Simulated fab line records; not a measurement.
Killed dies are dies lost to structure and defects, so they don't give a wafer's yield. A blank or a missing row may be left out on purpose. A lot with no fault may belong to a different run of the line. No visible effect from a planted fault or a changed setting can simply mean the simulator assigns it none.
fab line records	flow sky130
record: lots: 7	wafers: 21	last_day: 50
route steps=708 shown CAP2M@604 METAL4@621 PAD_OPEN@708
lots that met no fault: taken from a fault-free run of the same line
start_h: the number of hours between the record's first day and the start of the first shown wafer of the lot	wait_h: hours elapsed since this lot's preceding step	" unchanged from the row above	L1.1+2: one row covering several wafers at once	- no value present, or no start provided	* or withheld: withheld	< > ~ a bound
route shown NAME@n: names a module that has steps shown in the file, with the first one's number in the route	usual: mean/standard deviation of fault-free wafers	same: alike in all rows	chamber/n: place in a boat	sites: per-site readings	_std_site: standard deviation across them	_edge_site: inner sites' mean taken away from outer sites' mean	radius_mm: how far each site lies from the wafer's centre	mask NAME#n: copy n	behind: the tool/chamber that last shaped the wafer	hold: cause of the lot's hold/its duration in hours/its outcome	device: the transistor (n, p or np) that didn't switch	end of line: the tests these same wafers got at the end of their route	a step with no rows: only its recipe	killed: dies that structure and defects cost at the first sort, which is not the same as the wafer's yield	map: dies across one wafer; x = killed, . = not, _ = none there
set.NAME: setting as actually run; set.NAME@STEP: the setting as run at that earlier step	model.NAME: the simulator's own value behind a step, which no gauge read
lots at some steps of the route; a table a step, a row a wafer
services: the hour from which a tool's chamber was out of use, counted from the record's first day as start_h (under 0 if before that day), plus the number of hours and why
== steps ==
step: SKY_CAP2M_THK_MEAS_01
recipe: reads: SiO2_of_CAP2M_CVD_00
usual: CAP2M_CVD_00_THK: 15.53/0.21
lot.wafer	tool	chamber	start_h	wait_h	CAP2M_CVD_00_THK[nm]
L582.2	film_metro-04	-	941.52	-	15.33
L582.3	"	-	"	"	15.38
L582.4	"	-	"	"	15.49
L586.1	film_metro-04	-	981.43	-	15.56
L586.3	"	-	"	"	15.60
L586.6	"	-	"	"	15.76
L596.4	film_metro-01	-	1040.71	-	15.46
L596.5	"	-	"	"	15.40
L596.6	"	-	"	"	15.26
L597.2	film_metro-04	-	1042.28	-	15.62
L597.3	"	-	"	"	15.50
L597.4	"	-	"	"	15.84
L598.2	film_metro-02	-	1047.87	-	15.31
L598.4	"	-	"	"	15.53
L598.5	"	-	"	"	15.82
L599.1	film_metro-01	-	1049.88	-	15.35
L599.2	"	-	"	"	15.50
L599.4	"	-	"	"	15.99
L605.1	film_metro-01	-	1088.68	-	15.57
L605.2	"	-	"	"	15.47
L605.6	"	-	"	"	15.94
step: SKY_CAP2M_SPUTTER_02
recipe: material: TiN	target_thk_nm: 200	temp_c: 300	power_w: 6500	time_s: 166.7	chamber_pressure_pa: 0.4
usual: throttle_valve_pct: 29.5/1.1
lot.wafer	tool	chamber	start_h	wait_h	throttle_valve_pct
L582.2	pvd_sputter-02	-	941.57	0.0	30.0
L582.3	"	-	"	"	29.9
L582.4	"	-	"	"	28.8
L586.1	pvd_sputter-03	-	981.49	0.1	30.2
L586.3	"	-	"	"	29.7
L586.6	"	-	"	"	29.9
L596.4	pvd_sputter-02	-	1040.74	0.0	30.1
L596.5	"	-	"	"	29.7
L596.6	"	-	"	"	30.1
L597.2	pvd_sputter-02	-	1042.33	0.0	28.4
L597.3	"	-	"	"	30.7
L597.4	"	-	"	"	30.0
L598.2	pvd_sputter-01	-	1047.92	0.0	30.7
L598.4	"	-	"	"	29.9
L598.5	"	-	"	"	28.8
L599.1	pvd_sputter-03	-	1049.94	0.1	27.5
L599.2	"	-	"	"	30.0
L599.4	"	-	"	"	29.7
L605.1	pvd_sputter-03	-	1088.74	0.1	29.5
L605.2	"	-	"	"	30.0
L605.6	"	-	"	"	29.8
step: SKY_CAP2M_RS_MEAS_03
recipe: thk_meas_gauge: four-point-probe	reads: TiN_of_CAP2M_SPUTTER_02
usual: CAP2M_TIN_RS: 6.87/0.074
lot.wafer	tool	chamber	start_h	wait_h	CAP2M_TIN_RS[ohm/sq]
L582.2	film_metro-02	-	941.70	0.1	6.89
L582.3	"	-	"	"	6.90
L582.4	"	-	"	"	6.89
L586.1	film_metro-02	-	981.60	0.1	7.06
L586.3	"	-	"	"	7.05
L586.6	"	-	"	"	7.00
L596.4	film_metro-02	-	1040.91	0.1	6.86
L596.5	"	-	"	"	6.86
L596.6	"	-	"	"	6.79
L597.2	film_metro-04	-	1042.46	0.1	6.82
L597.3	"	-	"	"	6.90
L597.4	"	-	"	"	6.89
L598.2	film_metro-01	-	1048.04	0.1	6.88
L598.4	"	-	"	"	6.88
L598.5	"	-	"	"	6.92
L599.1	film_metro-04	-	1050.05	0.1	6.93
L599.2	"	-	"	"	6.96
L599.4	"	-	"	"	6.84
L605.1	film_metro-02	-	1088.87	0.1	6.82
L605.2	"	-	"	"	6.89
L605.6	"	-	"	"	6.87
step: SKY_CAP2M_THK_MEAS_04
recipe: thk_meas_gauge: xrf	reads: TiN_of_CAP2M_SPUTTER_02
usual: CAP2M_TIN_THK: 204.5/2.2
lot.wafer	tool	chamber	start_h	wait_h	CAP2M_TIN_THK[nm]
L582.2	film_metro-02	-	941.81	0.1	204.2
L582.3	"	-	"	"	203.8
L582.4	"	-	"	"	203.4
L586.1	film_metro-02	-	981.72	0.1	199.3
L586.3	"	-	"	"	200.2
L586.6	"	-	"	"	201.2
L596.4	film_metro-02	-	1041.00	0.1	204.7
L596.5	"	-	"	"	204.0
L596.6	"	-	"	"	207.1
L597.2	film_metro-04	-	1042.57	0.1	206.7
L597.3	"	-	"	"	204.4
L597.4	"	-	"	"	204.2
L598.2	film_metro-01	-	1048.15	0.1	206.7
L598.4	"	-	"	"	206.8
L598.5	"	-	"	"	204.3
L599.1	film_metro-04	-	1050.17	0.1	202.0
L599.2	"	-	"	"	201.2
L599.4	"	-	"	"	206.2
L605.1	film_metro-02	-	1088.99	0.1	205.2
L605.2	"	-	"	"	203.3
L605.6	"	-	"	"	203.7
step: SKY_CAP2M_DEHYDRATE_05
recipe: temp_c: 200	time_s: 60
step: SKY_CAP2M_HMDS_06
recipe: prime_time_s: 60	prime_temp_c: 120
step: SKY_CAP2M_COAT_07
recipe: resist: NOVOLAK	spin_rpm: 3000	resist_thk_nm: 1140
step: SKY_CAP2M_SOFTBAKE_08
recipe: temp_c: 90	time_s: 60	resist: NOVOLAK
step: SKY_CAP2M_EXPOSE_09
recipe: mask_id: CAP2M	na: 0.6	source_shape: conventional	sigma_outer: 0.6	polarization: unpolarized	target_cd_nm: 1000	dose_mj: 161
step: SKY_CAP2M_PEB_10
recipe: temp_c: withheld	time_s: *	resist: NOVOLAK
step: SKY_CAP2M_DEVELOP_11
recipe: resist: NOVOLAK	developer: TMAH	develop_time_s: 60	dev_temp_c: 23
step: SKY_CAP2M_OVL_MEAS_12
usual: CAP2M_OVL: 0.0/1.5
lot.wafer	tool	chamber	start_h	wait_h	CAP2M_OVL[nm]
L582.2	overlay-01	-	965.84	0.1	0.2
L582.3	"	-	"	"	-0.8
L582.4	"	-	"	"	1.3
L586.1	overlay-01	-	1005.43	0.1	2.3
L586.3	"	-	"	"	1.8
L586.6	"	-	"	"	2.7
L596.4	overlay-01	-	1062.75	0.1	0.0
L596.5	"	-	"	"	2.8
L596.6	"	-	"	"	0.5
L597.2	overlay-02	-	1064.64	0.1	-3.9
L597.3	"	-	"	"	-3.2
L597.4	"	-	"	"	-2.1
L598.2	overlay-01	-	1069.84	0.1	0.6
L598.4	"	-	"	"	1.6
L598.5	"	-	"	"	2.8
L599.1	overlay-01	-	1071.63	0.1	1.2
L599.2	"	-	"	"	-0.4
L599.4	"	-	"	"	-0.7
L605.1	overlay-02	-	1107.33	0.1	0.1
L605.2	"	-	"	"	0.2
L605.6	"	-	"	"	0.7
step: SKY_CAP2M_METAL_ETCH_13
recipe: target_depth_nm: 220	stop_on: SiO2	chemistry: Cl2/BCl3	target: TiN	pressure_mtorr: 10	icp_w: 900	bias_w: 48.5	Cl2_flow_sccm: 60	bcl3_flow_sccm: 30	time_s: 62.9
usual: drypump_motor_current_A: 5.7/0.44	oes_product_au: 0.944/0.0076	rf_fwd_power_W: 892/3.6	throttle_valve_pct: 21.900/0.011
lot.wafer	tool	chamber	start_h	wait_h	drypump_motor_current_A	oes_product_au	rf_fwd_power_W	rf_hours_counter_h	throttle_valve_pct	model.NOVOLAK_of_CAP2M_COAT_07.thk_nm	model.SiO2_of_CAP2M_CVD_00.thk_nm	model.CAP2M.feature_depth_nm
L582.2	rie_metal-04	0	965.87	0.0	6.2	0.936	895	12	21.894	993.2	15.27	200.5
L582.3	"	0	"	"	6.2	0.948	891	-	21.902	995.9	15.42	200.2
L582.4	"	1	"	"	5.6	0.943	889	-	21.906	993.6	15.49	200.1
L586.1	rie_metal-04	1	1005.46	0.0	5.7	0.927	892	8	21.901	997.2	15.56	195.8
L586.3	"	0	"	"	6.2	0.925	893	-	21.924	996.2	15.54	195.9
L586.6	"	1	"	"	5.7	0.937	887	-	21.914	997.4	15.74	197.4
L596.4	rie_metal-01	1	1062.79	0.0	6.4	0.944	895	-	21.903	991.4	15.44	201.4
L596.5	"	1	"	"	6.3	0.950	894	-	21.880	996.3	15.41	201.4
L596.6	"	0	"	"	5.6	0.947	894	-	21.873	995.5	15.29	203.3
L597.2	rie_metal-04	0	1064.67	0.0	6.2	0.960	897	17	21.881	914.7	3.39	214.6
L597.3	"	1	"	"	5.6	0.944	890	-	21.907	918.4	3.425	212.5
L597.4	"	0	"	"	6.2	0.942	899	-	21.899	917.2	3.683	212.3
L598.2	rie_metal-04	1	1069.87	0.0	5.7	0.942	886	12	21.903	919.3	3.214	212.8
L598.4	"	0	"	"	6.2	0.937	896	-	21.896	919.1	3.345	213
L598.5	"	0	"	"	6.2	0.941	895	-	21.901	917.8	3.596	211.6
L599.1	rie_metal-04	1	1071.66	0.0	5.6	0.938	888	12	21.897	911.5	3.309	211.2
L599.2	"	0	"	"	6.2	0.940	892	18	21.907	907.7	3.364	210.6
L599.4	"	1	"	"	5.6	0.949	889	-	21.885	912.3	3.814	214.1
L605.1	rie_metal-03	0	1107.37	0.0	5.6	0.945	894	15	21.889	986.8	15.52	202.1
L605.2	"	1	"	"	4.9	0.941	893	13	21.883	989.1	15.42	200.2
L605.6	"	1	"	"	4.9	0.948	890	-	21.899	989.5	15.94	200.9
step: SKY_CAP2M_STRIP_14
recipe: chemistry: O2/N2	power_w: 1400	pressure_mtorr: 1500	platen_temp_c: withheld	o2_flow_sccm: 3000	n2_flow_sccm: 300	overash_fraction: 0.5
usual: drypump_motor_current_A: 5.6/0.53	oes_product_au: 0.710/0.004	strip_time_to_endpoint_s: 12.67/0.048
lot.wafer	tool	chamber	start_h	wait_h	drypump_motor_current_A	oes_product_au	rf_hours_counter_h	strip_time_to_endpoint_s
L582.2	plasma_asher-02	1	965.94	0.1	4.8	0.714	113	12.65
L582.3	"	0	"	"	5.5	0.710	-	12.68
L582.4	"	1	"	"	4.8	0.706	-	12.67
L586.1	plasma_asher-01	1	1005.54	0.1	6.1	0.706	21	12.70
L586.3	"	1	"	"	6.1	0.703	-	12.69
L586.6	"	0	"	"	6.3	0.711	-	12.70
L596.4	plasma_asher-01	1	1062.88	0.1	6.1	0.708	-	12.63
L596.5	"	0	"	"	6.3	0.706	-	12.68
L596.6	"	1	"	"	6.1	0.715	-	12.67
L597.2	plasma_asher-04	1	1064.75	0.1	5.8	0.700	66	11.74
L597.3	"	1	"	"	5.9	0.712	-	11.79
L597.4	"	0	"	"	5.4	0.700	-	11.79
L598.2	plasma_asher-02	0	1069.95	0.1	5.5	0.713	1	11.80
L598.4	"	1	"	"	4.7	0.705	-	11.78
L598.5	"	0	"	"	5.5	0.715	-	11.79
L599.1	plasma_asher-01	0	1071.74	0.1	6.3	0.713	28	11.70
L599.2	"	1	"	"	6.1	0.710	28	11.65
L599.4	"	0	"	"	6.3	0.710	-	11.72
L605.1	plasma_asher-02	0	1107.45	0.1	5.4	0.705	4	12.59
L605.2	"	1	"	"	4.7	0.707	4	12.60
L605.6	"	0	"	"	5.4	0.711	-	12.60
step: SKY_CAP2M_STRIP_15
recipe: chemistry: post_etch_residue_remover	time_s: 1200	temp_c: 72.5
step: SKY_CAP2M_CLEAN_16
recipe: chemistry: IPA	time_s: 180	temp_c: 25
step: SKY_CAP2M_CLEAN_17
recipe: chemistry: O3/DIW	dry: n2_spin
step: SKY_METAL4_DEHYDRATE_05
recipe: temp_c: 200	time_s: 60
step: SKY_METAL4_HMDS_06
recipe: prime_time_s: 60	prime_temp_c: 120
step: SKY_METAL4_COAT_07
recipe: resist: BARC	temp_c: withheld	time_s: withheld	spin_rpm: 3000	resist_thk_nm: 60
step: SKY_METAL4_COAT_08
recipe: resist: KrF-thick	spin_rpm: 3000	resist_thk_nm: 1140
step: SKY_METAL4_SOFTBAKE_09
recipe: temp_c: 100	time_s: 90	resist: KrF-thick
step: SKY_METAL4_EXPOSE_10
recipe: mask_id: MM4	na: 0.68	source_shape: annular	sigma_inner: 0.4	sigma_outer: 0.8	target_cd_nm: 300	dose_mj: 28
step: SKY_METAL4_PEB_11
recipe: peb_temp_c: withheld	peb_time_s: withheld	resist: KrF-thick
step: SKY_METAL4_DEVELOP_12
recipe: develop_time_s: 60	resist: KrF-thick	dev_temp_c: 21
step: SKY_METAL4_CD_MEAS_13
recipe: target_cd_nm: 300
usual: cd_nm: 300.4/1.5
lot.wafer	tool	chamber	start_h	wait_h	cd_nm
L582.2	cd_sem-01	-	989.15	-	299.7
L582.3	"	-	"	"	297.9
L582.4	"	-	"	"	300.3
L586.1	cd_sem-01	-	1030.03	-	303.8
L586.3	"	-	"	"	302.6
L586.6	"	-	"	"	301.8
L596.4	cd_sem-01	-	1084.84	-	301.2
L596.5	"	-	"	"	299.6
L596.6	"	-	"	"	303.4
L597.2	cd_sem-02	-	1086.49	-	300.0
L597.3	"	-	"	"	300.0
L597.4	"	-	"	"	299.4
L598.2	cd_sem-02	-	1091.40	-	299.2
L598.4	"	-	"	"	300.0
L598.5	"	-	"	"	301.1
L599.1	cd_sem-02	-	1093.33	-	300.0
L599.2	"	-	"	"	300.2
L599.4	"	-	"	"	300.1
L605.1	cd_sem-02	-	1128.33	-	302.4
L605.2	"	-	"	"	303.0
L605.6	"	-	"	"	302.9
step: SKY_METAL4_OVL_MEAS_14
usual: METAL4_OVL: -4/4.1
lot.wafer	tool	chamber	start_h	wait_h	METAL4_OVL[nm]
L582.2	overlay-02	-	989.25	0.1	-10
L582.3	"	-	"	"	-2
L582.4	"	-	"	"	-5
L586.1	overlay-02	-	1030.15	0.1	-5
L586.3	"	-	"	"	-1
L586.6	"	-	"	"	-5
L596.4	overlay-01	-	1084.92	0.1	3
L596.5	"	-	"	"	-2
L596.6	"	-	"	"	-5
L597.2	overlay-01	-	1086.59	0.1	-3
L597.3	"	-	"	"	-5
L597.4	"	-	"	"	-1
L598.2	overlay-02	-	1091.51	0.1	2
L598.4	"	-	"	"	2
L598.5	"	-	"	"	-1
L599.1	overlay-02	-	1093.45	0.1	-8
L599.2	"	-	"	"	-6
L599.4	"	-	"	"	-9
L605.1	overlay-02	-	1128.45	0.1	2
L605.2	"	-	"	"	4
L605.6	"	-	"	"	1
step: SKY_METAL4_DESCUM_15
recipe: chemistry: O2	source_power_w: 150	bias_power_w: 0	pressure_mtorr: 10	temp_c: 40	time_s: 8
usual: drypump_motor_current_A: 5.6/0.49	oes_product_au: 1.000/0.0092	rf_fwd_power_W: 146.8/0.76
lot.wafer	tool	chamber	start_h	wait_h	drypump_motor_current_A	oes_product_au	rf_fwd_power_W	rf_hours_counter_h
L582.2	rie_metal-01	1	989.28	0.0	6.3	0.987	148.1	20
L582.3	"	0	"	"	5.6	1.009	145.5	-
L582.4	"	1	"	"	6.3	0.991	148.1	-
L586.1	rie_metal-01	0	1030.18	0.0	5.6	0.996	146.1	6
L586.3	"	0	"	"	5.6	0.997	146.4	-
L586.6	"	1	"	"	6.3	0.986	146.9	-
L596.4	rie_metal-01	0	1084.95	0.0	5.6	0.999	146.1	-
L596.5	"	0	"	"	5.6	0.998	146.4	-
L596.6	"	1	"	"	6.4	0.999	147.7	-
L597.2	rie_metal-03	0	1086.62	0.0	5.6	1.007	147.6	13
L597.3	"	0	"	"	5.6	1.010	147.9	-
L597.4	"	1	"	"	4.9	1.012	146.0	-
L598.2	rie_metal-02	0	1091.54	0.0	5.5	1.009	146.2	22
L598.4	"	1	"	"	6.1	0.988	146.3	-
L598.5	"	0	"	"	5.5	0.988	146.4	-
L599.1	rie_metal-01	1	1093.49	0.0	6.3	0.988	148.3	1
L599.2	"	0	"	"	5.6	0.981	146.7	13
L599.4	"	0	"	"	5.6	0.992	146.6	-
L605.1	rie_metal-02	0	1128.49	0.0	5.6	1.001	146.0	24
L605.2	"	1	"	"	6.2	0.986	145.6	24
L605.6	"	0	"	"	5.6	1.006	146.1	-
step: SKY_METAL4_ETCH_16
recipe: chemistry: N2/H2	target: BARC	ion_energy_ev: 200	bias_w: 100	pressure_mtorr: 30	n2_flow_sccm: 100	h2_flow_sccm: 200	icp_w: 500	stop_on: SiO2	time_s: 88.2	target_depth_a: 600
usual: drypump_motor_current_A: 5.6/0.49	oes_product_au: 0.627/0.0048	rf_fwd_power_W: 496.6/1.6	throttle_valve_pct: 13.205/0.0086
lot.wafer	tool	chamber	start_h	wait_h	drypump_motor_current_A	oes_product_au	rf_fwd_power_W	rf_hours_counter_h	throttle_valve_pct
L582.2	rie_metal-01	1	989.32	0.0	6.3	0.633	497.3	20	13.194
L582.3	"	0	"	"	5.6	0.628	495.9	-	13.202
L582.4	"	1	"	"	6.4	0.620	497.0	-	13.212
L586.1	rie_metal-01	0	1030.22	0.0	5.6	0.618	496.5	7	13.199
L586.3	"	0	"	"	5.6	0.628	495.9	-	13.193
L586.6	"	1	"	"	6.4	0.626	498.8	-	13.210
L596.4	rie_metal-01	0	1085.00	0.0	5.6	0.634	496.8	-	13.214
L596.5	"	0	"	"	5.6	0.627	495.2	-	13.218
L596.6	"	1	"	"	6.4	0.627	497.6	-	13.195
L597.2	rie_metal-03	0	1086.66	0.0	5.6	0.623	497.4	13	13.195
L597.3	"	0	"	"	5.6	0.629	498.0	-	13.202
L597.4	"	1	"	"	4.9	0.627	497.0	-	13.203
L598.2	rie_metal-02	0	1091.57	0.0	5.6	0.628	494.4	22	13.206
L598.4	"	1	"	"	6.1	0.635	495.8	-	13.211
L598.5	"	0	"	"	5.6	0.632	495.5	-	13.187
L599.1	rie_metal-01	1	1093.52	0.0	6.3	0.630	496.9	1	13.196
L599.2	"	0	"	"	5.6	0.626	497.9	13	13.196
L599.4	"	0	"	"	5.6	0.626	496.7	-	13.200
L605.1	rie_metal-02	0	1128.52	0.0	5.6	0.633	495.5	24	13.205
L605.2	"	1	"	"	6.1	0.635	498.1	24	13.212
L605.6	"	0	"	"	5.6	0.631	495.4	-	13.207
step: SKY_METAL4_ETCH_17
recipe: target: SiO2	stop_on: TiN	chemistry: C4F8/O2/Ar	source_w: 1500	bias_w: 1200	pressure_mtorr: 40	c4f8_flow_sccm: withheld	O2_flow_sccm: 6	Ar_flow_sccm: 300	time_s: 3.9	target_depth_a: 150
usual: oes_product_au: 0.755/0.0071	rf_fwd_power_W: 1469/7.6
lot.wafer	tool	chamber	start_h	wait_h	oes_product_au	rf_fwd_power_W	rf_hours_counter_h	model.etch.depth_nm
L582.2	rie_diel-04	3	989.41	0.1	0.746	1483	14	15.27
L582.3	"	0	"	"	0.749	1462	6	15.42
L582.4	"	1	"	"	0.755	1469	8	15.49
L586.1	rie_diel-04	2	1030.31	0.1	0.758	1462	16	15.56
L586.3	"	0	"	"	0.751	1463	7	15.54
L586.6	"	0	"	"	0.758	1467	-	15.74
L596.4	rie_diel-04	3	1085.07	0.0	0.758	1474	-	15.44
L596.5	"	0	"	"	0.753	1459	-	15.41
L596.6	"	2	"	"	0.743	1471	-	15.29
L597.2	rie_diel-03	0	1086.75	0.1	0.454	1475	13	3.39
L597.3	"	3	"	"	0.459	1468	8	3.425
L597.4	"	1	"	"	0.466	1463	-	3.683
L598.2	rie_diel-03	3	1091.67	0.1	0.453	1458	8	3.214
L598.4	"	0	"	"	0.449	1473	-	3.345
L598.5	"	1	"	"	0.472	1466	-	3.596
L599.1	rie_diel-04	2	1093.62	0.1	0.459	1472	17	3.309
L599.2	"	0	"	"	0.461	1465	8	3.364
L599.4	"	3	"	"	0.470	1466	-	3.814
L605.1	rie_diel-01	3	1128.62	0.1	0.750	1471	26	15.52
L605.2	"	1	"	"	0.757	1470	10	15.42
L605.6	"	2	"	"	0.761	1480	-	15.94
step: SKY_METAL4_METAL_ETCH_18
recipe: target_depth_a: 8450	stop_on: SiO2	over_etch_frac: 0.3	time_s: 183.1	chemistry: Cl2/BCl3	resist_sidewall_deg: 88	pressure_mtorr: 10	icp_w: 916.6	bias_w: 48.5	Cl2_flow_sccm: 60	bcl3_flow_sccm: 30
usual: drypump_motor_current_A: 5.6/0.47	oes_product_au: 0.867/0.0062	rf_fwd_power_W: 912.8/2.6	throttle_valve_pct: 22.264/0.0095
lot.wafer	tool	chamber	start_h	wait_h	drypump_motor_current_A	oes_product_au	rf_fwd_power_W	rf_hours_counter_h	throttle_valve_pct
L582.2	rie_metal-03	1	989.43	0.0	4.9	0.883	911.1	5	22.294
L582.3	"	0	"	"	5.5	0.872	911.1	-	22.256
L582.4	"	1	"	"	4.9	0.871	913.9	-	22.256
L586.1	rie_metal-02	1	1030.33	0.0	6.1	0.860	911.9	16	22.276
L586.3	"	1	"	"	6.1	0.849	910.7	-	22.268
L586.6	"	1	"	"	6.1	0.870	909.2	-	22.261
L596.4	rie_metal-03	1	1085.14	0.1	4.9	0.865	911.4	-	22.261
L596.5	"	0	"	"	5.5	0.866	918.1	-	22.254
L596.6	"	1	"	"	4.9	0.870	916.1	-	22.273
L597.2	rie_metal-02	0	1086.77	0.0	5.6	0.869	911.5	21	22.241
L597.3	"	0	"	"	5.6	0.870	908.2	-	22.265
L597.4	"	1	"	"	6.1	0.867	909.8	-	22.250
L598.2	rie_metal-01	1	1091.69	0.0	6.3	0.870	914.7	1	22.262
L598.4	"	0	"	"	5.6	0.869	906.5	-	22.260
L598.5	"	1	"	"	6.4	0.868	912.2	-	22.251
L599.1	rie_metal-03	1	1093.64	0.0	4.9	0.867	910.5	12	22.262
L599.2	"	0	"	"	5.6	0.874	915.4	14	22.251
L599.4	"	0	"	"	5.6	0.868	915.6	-	22.258
L605.1	rie_metal-03	1	1128.64	0.0	4.9	0.861	916.9	14	22.265
L605.2	"	0	"	"	5.6	0.869	916.1	16	22.283
L605.6	"	0	"	"	5.6	0.857	911.6	-	22.258
step: SKY_PAD_OPEN_PROBE_99
lot.wafer	tool	chamber	start_h	wait_h	model.etest.tip_sonos.rs_ohm_sq	model.etest.cap_mim2.bv_v	model.etest.cap_mim2.leak_log10_a_cm2
L582.2	prober-01	-	1087.50	0.1	2612	13.79	-8.911
L582.3	prober-01	-	1087.55	0.2	2644	13.65	-8.827
L582.4	prober-01	-	1087.60	0.2	2585	14.11	-8.951
L586.1	prober-01	-	1126.78	0.1	2642	14.1	-9.013
L586.3	prober-01	-	1126.88	0.2	2674	14.13	-8.828
L586.6	prober-01	-	1127.03	0.2	2619	13.78	-8.903
L596.4	prober-01	-	1168.99	0.2	2553	14.09	-9.112
L596.5	prober-01	-	1169.04	0.2	2534	14.04	-9.055
L596.6	prober-01	-	1169.09	0.2	2578	13.97	-8.952
L597.2	prober-02	-	1171.18	0.1	2776	11.01	-7.454
L597.3	prober-02	-	1171.23	0.2	2777	10.48	-7.385
L597.4	prober-02	-	1171.28	0.2	2735	11.17	-7.755
L598.2	prober-01	-	1173.85	0.1	2788	10.61	-7.231
L598.4	prober-01	-	1173.95	0.2	2796	10.8	-7.427
L598.5	prober-01	-	1174.00	0.2	2811	10.64	-7.41
L599.1	prober-02	-	1176.08	0.1	2761	10.28	-7.545
L599.2	prober-02	-	1176.13	0.1	2715	10.48	-7.383
L599.4	prober-02	-	1176.23	0.2	2762	10.79	-7.723
L605.1	prober-02	-	1199.96	0.1	2617	13.27	-8.903
L605.2	prober-02	-	1200.01	0.1	2635	13.81	-8.98
L605.6	prober-02	-	1200.21	0.2	2649	14.57	-9.133
killed by level:class
L582.2 VIA1:geometric_particle:open=12 CONTACT:geometric_particle:open=10 VIA2:geometric_particle:open=6 FIELD_ISO:geometric_particle:open=5 LOCAL_INTERCONNECT:geometric_particle:short=5 METAL2:geometric_particle:short=5 METAL3:geometric_particle:short=5 VIA3:geometric_particle:short=5
L582.3 CONTACT:geometric_particle:open=14 POLY_GATE:geometric_particle:open=8 LI_CONTACT:geometric_particle:open=8 VIA1:geometric_particle:open=7 VIA3:geometric_particle:open=6 POLY_GATE:geometric_particle:short=5 LI_CONTACT:geometric_particle:short=4 FIELD_ISO:geometric_particle:short=3
L582.4 VIA1:geometric_particle:open=8 CONTACT:geometric_particle:short=6 CONTACT:geometric_particle:open=6 VIA1:geometric_particle:short=5 METAL4:geometric_particle:short=5 FIELD_ISO:geometric_particle:short=4 POLY_GATE:geometric_particle:open=4 LI_CONTACT:geometric_particle:short=4
L586.1 CONTACT:geometric_particle:open=10 FIELD_ISO:geometric_particle:open=6 VIA1:geometric_particle:open=6 VIA3:geometric_particle:open=6 FIELD_ISO:geometric_particle:short=5 METAL1:geometric_particle:short=5 VIA1:geometric_particle:short=5 METAL3:geometric_particle:short=5
L586.3 CONTACT:geometric_particle:open=12 VIA3:geometric_particle:open=9 FIELD_ISO:geometric_particle:short=7 VIA1:geometric_particle:open=7 CONTACT:geometric_particle:short=6 VIA1:geometric_particle:short=6 LI_CONTACT:geometric_particle:short=5 LI_CONTACT:geometric_particle:open=5
L586.6 VIA1:geometric_particle:short=13 VIA1:geometric_particle:open=12 VIA3:geometric_particle:open=7 CONTACT:geometric_particle:open=6 FIELD_ISO:geometric_particle:open=5 LI_CONTACT:geometric_particle:open=5 CONTACT:geometric_particle:short=4 METAL1:geometric_particle:short=4
L596.4 VIA1:geometric_particle:open=10 CONTACT:geometric_particle:open=9 VIA2:geometric_particle:open=7 METAL2:geometric_particle:short=6 METAL1:geometric_particle:short=5 VIA1:geometric_particle:short=5 FIELD_ISO:geometric_particle:open=4 POLY_GATE:geometric_particle:open=4
L596.5 VIA1:geometric_particle:open=11 CONTACT:geometric_particle:open=9 LOCAL_INTERCONNECT:geometric_particle:short=7 METAL3:geometric_particle:short=6 FIELD_ISO:geometric_particle:open=5 METAL1:geometric_particle:short=5 CONTACT:geometric_particle:short=5 VIA2:geometric_particle:open=5
L596.6 METAL1:geometric_particle:short=13 VIA1:geometric_particle:open=9 FIELD_ISO:geometric_particle:short=7 CONTACT:geometric_particle:open=7 LOCAL_INTERCONNECT:geometric_particle:short=6 VIA1:geometric_particle:short=6 POLY_GATE:geometric_particle:short=5 LI_CONTACT:geometric_particle:open=5
L605.1 VIA1:geometric_particle:open=12 FIELD_ISO:geometric_particle:short=9 LI_CONTACT:geometric_particle:open=9 CONTACT:geometric_particle:open=9 VIA3:geometric_particle:open=8 METAL1:geometric_particle:short=5 VIA2:geometric_particle:open=5 FIELD_ISO:geometric_particle:open=4
L605.2 CONTACT:geometric_particle:open=17 VIA1:geometric_particle:open=14 VIA3:geometric_particle:open=11 VIA2:geometric_particle:open=6 METAL1:geometric_particle:short=5 CONTACT:geometric_particle:short=5 METAL2:geometric_particle:short=4 LI_CONTACT:geometric_particle:open=3
L605.6 VIA3:geometric_particle:open=15 LI_CONTACT:geometric_particle:open=10 CONTACT:geometric_particle:open=8 VIA1:geometric_particle:open=7 METAL4:geometric_particle:short=5 CONTACT:geometric_particle:short=5 METAL1:geometric_particle:short=5 VIA2:geometric_particle:open=5
== services ==
tool	chamber	start_h	hours	kind
rie_diel-04	-	936.55	0.6	repair
pvd_sputter-03	-	939.44	8.1	repair
rie_metal-02	-	948.69	1.5	repair
rie_metal-04	-	949.64	2.8	pm
rie_diel-03	0	951.11	7.4	repair
plasma_asher-02	-	952.72	1.2	repair
plasma_asher-01	-	962.56	0.5	repair
pvd_sputter-02	-	975.52	0.5	repair
rie_diel-03	0	984.84	8.3	repair
rie_diel-04	3	991.62	8.3	repair
rie_diel-03	1	996.96	4.5	repair
pvd_sputter-02	-	1011.14	3.4	repair
rie_metal-01	0	1026.30	2.9	repair
rie_metal-01	-	1027.39	1.9	repair
rie_diel-03	1	1042.63	2.8	repair
rie_diel-04	-	1050.56	28.1	pm
plasma_asher-02	-	1055.25	9.0	pm
plasma_asher-01	-	1063.15	4.8	repair
plasma_asher-01	-	1075.30	5.4	repair
rie_diel-03	2	1083.15	14.0	repair
rie_diel-04	1	1084.48	26.8	repair
rie_diel-03	1	1096.97	5.1	repair
rie_metal-03	0	1101.40	2.6	repair
rie_diel-04	-	1101.76	2.8	pm
== key ==
first_sign: step: SKY_CAP2M_STRIP_14	reading: strip_time_to_endpoint_s	direction: down	sigmas: 19	usual: *	struck: *
effect: step: SKY_METAL4_ETCH_17	reading: oes_product_au	direction: down	sigmas: 42	usual: 0.755	struck: 0.460
model_effect: step: SKY_CAP2M_METAL_ETCH_13	value: NOVOLAK_of_CAP2M_COAT_07.thk_nm	without: 996.3	struck: 915.3
model_effect: step: SKY_METAL4_ETCH_17	value: etch.depth_nm	without: 15.6	struck: 3.46
model_effect: step: SKY_PAD_OPEN_PROBE_99	value: etest.tip_sonos.rs_ohm_sq	without: 2668	struck: 2769
met_at SKY_CAP2M_METAL_ETCH_13
struck_wafers L597.2,L597.3,L597.4,L598.2,L598.4,L598.5,L599.1,L599.2,L599.4
sort_left_out L597.2,L597.3,L597.4,L598.2,L598.4,L598.5,L599.1,L599.2,L599.4
tester_left_out L598,L599
onset_between 1005.46 1064.67
earlier_fault: kind: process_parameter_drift	tool: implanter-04	chamber: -	onset_h: 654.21	steps: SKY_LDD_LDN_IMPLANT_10	channel: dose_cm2	offset: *	shape: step	end_h: 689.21	acts_in: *	stated: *
fault: kind: process_parameter_drift	tool: rie_metal-04	chamber: -	onset_h: 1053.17	steps: SKY_CAP2M_METAL_ETCH_13	channel: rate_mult	offset: 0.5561	shape: step
tester_left_out: of these lots the tester's yield and bins aren't shown, on N5 and GAA mostly nor the transistor test; their killed dies are dies lost to structure and defects alone, not to doping, threshold or leakage, so they don't give the yield
sort_left_out: the simulated sort isn't trusted on such a fault, so these wafers' sort isn't shown, and their yield isn't known
